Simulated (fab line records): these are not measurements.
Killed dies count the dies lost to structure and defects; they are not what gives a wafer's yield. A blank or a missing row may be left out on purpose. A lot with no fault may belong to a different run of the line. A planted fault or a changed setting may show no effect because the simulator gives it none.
Which tool was responsible?    flow gf180mcu    24 lots with 72 wafers sampled at 5 steps, on a route of 602 steps

## WHAT THE GAUGES SHOWED, per wafer
GF_M1_CD_MEAS_14: target cd 230 nm.
lot   measured      on        cdNm (nm)
L074  day 16 10:23  cdSem-02  230.0 230.8 230.5
L075  day 17 02:56  cdSem-02  229.8 229.1 230.9
L076  day 17 07:29  cdSem-01  228.2 227.4 228.3
L077  day 18 01:04  cdSem-01  229.6 229.6 230.1
L079  day 18 21:44  cdSem-02  227.8 226.7 227.6
L078  day 18 23:21  cdSem-02  230.1 230.1 228.0
L080  day 19 14:54  cdSem-02  232.1 232.6 232.1
L081  day 19 16:45  cdSem-02  228.9 230.6 231.3
L082  day 20 16:45  cdSem-01  231.3 230.4 230.5
L083  day 21 02:40  cdSem-02  228.3 227.3 228.4
L084  day 21 13:52  cdSem-02  231.7 230.4 231.5
L085  day 21 14:12  cdSem-01  228.2 229.2 228.0
L086  day 22 02:09  cdSem-02  231.7 229.5 229.6
L088  day 22 12:27  cdSem-01  230.2 229.9 229.8
L087  day 22 13:07  cdSem-02  228.9 229.3 228.3
L089  day 23 01:36  cdSem-01  228.7 228.1 228.5
L090  day 23 02:33  cdSem-02  234.1 232.5 232.0
L091  day 23 10:48  cdSem-01  228.2 229.4 230.1
L092  day 23 17:30  cdSem-02  232.7 232.0 232.7
L093  day 23 23:47  cdSem-01  230.6 229.7 231.0
L094  day 24 04:56  cdSem-02  228.9 227.8 228.3
L095  day 24 08:28  cdSem-02  231.4 232.3 232.2
L096  day 24 15:01  cdSem-01  230.8 229.2 230.6
L097  day 24 23:18  cdSem-02  231.1 231.3 231.0

GF_V1_THK_MEAS_01.
lot   measured      on            V1_CVD_00_THK (nm)
L074  day 16 11:16  filmMetro-02  609 606 598
L075  day 17 03:59  filmMetro-04  599 597 601
L076  day 17 08:32  filmMetro-02  599 594 609
L077  day 18 01:57  filmMetro-04  601 594 610
L079  day 18 23:07  filmMetro-04  593 593 609
L078  day 19 00:23  filmMetro-01  607 603 596
L080  day 19 15:49  filmMetro-02  603 614 602
L081  day 19 17:40  filmMetro-04  603 603 604
L082  day 20 17:40  filmMetro-04  602 606 616
L083  day 21 03:34  filmMetro-04  613 619 622
L084  day 21 14:46  filmMetro-04  604 600 607
L085  day 21 15:08  filmMetro-04  607 604 607
L086  day 22 03:02  filmMetro-01  607 605 614
L088  day 22 13:20  filmMetro-04  606 600 602
L087  day 22 14:00  filmMetro-02  604 606 596
L089  day 23 02:35  filmMetro-02  595 604 608
L090  day 23 03:26  filmMetro-01  594 601 600
L091  day 23 11:41  filmMetro-04  604 608 597
L092  day 23 18:35  filmMetro-02  588 606 587
L093  day 24 00:43  filmMetro-04  611 593 603
L094  day 24 05:52  filmMetro-02  591 595 592
L095  day 24 09:23  filmMetro-04  596 595 594
L096  day 24 15:57  filmMetro-01  591 611 595
L097  day 25 00:12  filmMetro-02  603 602 600

GF_V2_OVL_MEAS_15.
lot   measured      on          V2_OVL (nm)
L074  day 19 14:08  overlay-02  2 -8 -1
L075  day 20 08:41  overlay-01  -2 -2 -6
L076  day 20 12:26  overlay-01  1 7 7
L077  day 21 06:41  overlay-02  0 -1 -2
L079  day 22 05:19  overlay-02  -9 -4 -7
L078  day 22 06:40  overlay-01  7 -3 4
L080  day 22 20:16  overlay-02  -2 0 -1
L081  day 22 22:25  overlay-02  1 -3 -3
L082  day 23 19:52  overlay-01  6 6 2
L083  day 24 04:37  overlay-01  -9 0 -2
L084  day 24 14:07  overlay-01  -1 -2 -9
L085  day 24 15:28  overlay-01  6 5 9
L086  day 25 02:31  overlay-02  -8 -3 -2
L088  day 25 10:31  overlay-01  2 5 2
L087  day 25 12:20  overlay-02  7 1 -1
L089  day 26 00:01  overlay-01  2 0 4
L090  day 26 00:22  overlay-01  4 5 0
L091  day 26 08:05  overlay-02  -5 -6 -6
L092  day 26 15:13  overlay-01  0 -1 -5
L093  day 26 19:10  overlay-02  -2 -3 -2
L094  day 27 00:37  overlay-01  2 6 5
L095  day 27 03:34  overlay-01  -1 0 -4
L096  day 27 10:31  overlay-01  -3 -5 -5
L097  day 27 17:49  overlay-02  -3 -5 4

## WHAT TOOL EACH LOT RAN ON (gives the tool, then ch and the chambers of the sampled wafers, and finally the start)
lot   GF_M2_SPUTTER_00             GF_M2_STRIP_17
L074  pvdSputter-01, day 17 11:36  plasmaAsher-04 ch 0,1, day 18 11:54
L075  pvdSputter-01, day 18 05:44  plasmaAsher-02 ch 0,1, day 19 06:46
L076  pvdSputter-01, day 18 09:55  plasmaAsher-04 ch 0,1, day 19 10:26
L077  pvdSputter-03, day 19 04:31  plasmaAsher-04 ch 0, day 20 05:29
L079  pvdSputter-02, day 20 02:13  plasmaAsher-03 ch 0,1, day 21 03:46
L078  pvdSputter-03, day 20 03:24  plasmaAsher-04 ch 0,1, day 21 04:56
L080  pvdSputter-03, day 20 18:42  plasmaAsher-02 ch 0,1, day 21 20:05
L081  pvdSputter-01, day 20 20:28  plasmaAsher-04 ch 0,1, day 21 21:46
L082  pvdSputter-03, day 21 20:19  plasmaAsher-04 ch 0,1, day 22 20:04
L083  pvdSputter-02, day 22 05:26  plasmaAsher-03 ch 0,1, day 23 04:46
L084  pvdSputter-03, day 22 15:49  plasmaAsher-04 ch 0,1, day 23 14:41
L085  pvdSputter-01, day 22 17:11  plasmaAsher-04 ch 0,1, day 23 15:58
L086  pvdSputter-03, day 23 05:02  plasmaAsher-02 ch 0,1, day 24 03:55
L088  pvdSputter-02, day 23 13:50  plasmaAsher-03 ch 0,1, day 24 11:40
L087  pvdSputter-03, day 23 15:00  plasmaAsher-04 ch 0,1, day 24 13:43
L089  pvdSputter-03, day 24 02:57  plasmaAsher-02 ch 0,1, day 25 01:21
L090  pvdSputter-02, day 24 03:49  plasmaAsher-03 ch 0,1, day 25 02:20
L091  pvdSputter-03, day 24 11:40  plasmaAsher-02 ch 0,1, day 25 09:17
L092  pvdSputter-03, day 24 19:22  plasmaAsher-04 ch 0,1, day 25 16:56
L093  pvdSputter-01, day 24 23:42  plasmaAsher-04 ch 0, day 25 21:17
L094  pvdSputter-01, day 25 05:12  plasmaAsher-02 ch 1, day 26 02:41
L095  pvdSputter-03, day 25 08:40  plasmaAsher-02 ch 0,1, day 26 06:05
L096  pvdSputter-01, day 25 15:05  plasmaAsher-03 ch 0,1, day 26 13:02
L097  pvdSputter-03, day 25 22:58  plasmaAsher-04 ch 0,1, day 26 20:32
- GF_M2_SPUTTER_00: material Ti, target thk 37.5 nm, time 150 s.
- GF_M2_STRIP_17: strips in O2/N2.

## AS READ BY THE TOOLS THEMSELVES (means over the sampled wafers that have a number; for cases with no such wafer, the mark the record gives instead)
GF_M2_SPUTTER_00.
lot   tool           throttleValvePct (%)
L074  pvdSputter-01  28.9
L075  pvdSputter-01  28.5
L076  pvdSputter-01  29.6
L077  pvdSputter-03  29.8
L079  pvdSputter-02  31.0
L078  pvdSputter-03  30.3
L080  pvdSputter-03  30.8
L081  pvdSputter-01  29.1
L082  pvdSputter-03  29.6
L083  pvdSputter-02  30.4
L084  pvdSputter-03  31.0
L085  pvdSputter-01  28.9
L086  pvdSputter-03  30.2
L088  pvdSputter-02  31.1
L087  pvdSputter-03  30.3
L089  pvdSputter-03  30.4
L090  pvdSputter-02  31.7
L091  pvdSputter-03  29.1
L092  pvdSputter-03  31.0
L093  pvdSputter-01  30.5
L094  pvdSputter-01  29.8
L095  pvdSputter-03  31.0
L096  pvdSputter-01  29.0
L097  pvdSputter-03  29.7

GF_M2_STRIP_17.
lot   tool            drypumpMotorCurrentA (A)  heaterPowerW (W)  o2FlowSccm (sccm)  oesProductAu (a.u.)  stripTimeToEndpointS (s)
L074  plasmaAsher-04  5.51                      411               2994               0.545                7.47
L075  plasmaAsher-02  5.83                      332               3000               0.535                7.37
L076  plasmaAsher-04  5.51                      406               2996               0.536                7.39
L077  plasmaAsher-04  5.49                      359               2990               0.539                7.42
L079  plasmaAsher-03  5.64                      370               3001               0.534                7.35
L078  plasmaAsher-04  5.49                      382               3009               0.541                7.40
L080  plasmaAsher-02  5.68                      333               2998               0.538                7.39
L081  plasmaAsher-04  5.52                      409               3003               0.538                7.36
L082  plasmaAsher-04  5.50                      414               2996               0.536                7.39
L083  plasmaAsher-03  5.69                      366               2999               0.541                7.46
L084  plasmaAsher-04  5.50                      410               3015               0.535                7.32
L085  plasmaAsher-04  5.51                      407               2992               0.538                7.42
L086  plasmaAsher-02  5.81                      326               2985               0.533                7.39
L088  plasmaAsher-03  5.68                      368               2995               0.538                7.40
L087  plasmaAsher-04  5.46                      380               3000               0.540                7.41
L089  plasmaAsher-02  5.82                      330               3004               0.539                7.40
L090  plasmaAsher-03  5.64                      378               3005               0.536                7.42
L091  plasmaAsher-02  5.68                      337               3002               0.540                7.43
L092  plasmaAsher-04  5.49                      390               3005               0.543                7.36
L093  plasmaAsher-04  5.49                      359               2999               0.539                7.41
L094  plasmaAsher-02  5.57                      336               3007               0.535                7.38
L095  plasmaAsher-02  5.84                      326               3001               0.540                7.37
L096  plasmaAsher-03  5.71                      364               3004               0.536                7.38
L097  plasmaAsher-04  5.50                      388               3001               0.534                7.37

## THE ANSWER, worked out from the rows above alone
Rule: the usual values come from the lots themselves. Put in order of their means at a reading, lots are off if they are a third of the lots or fewer, leave a main group of 4 or more, and stand apart from it by a gap of 3 or more times the standard deviation of the main group's means; of several such gaps the widest counts. A main group whose means are all the same, to the digits that the tables above print for the reading, isn't used. A lot without any number at a reading at which 4 lots or more have one is off too. All remaining lots with rows at the step are treated as sound. Order of review: gauges by route order, followed by the tools' own readings, for which a lot's mean as printed above is used. The first step at which some lot is off is used, and at that step the reading that is off furthest; a lot without a number counts as furthest.
Across all readings shown, no lot is off: no conclusion can be drawn from this.

## WHAT WAS PUT IN BY THE SIMULATOR
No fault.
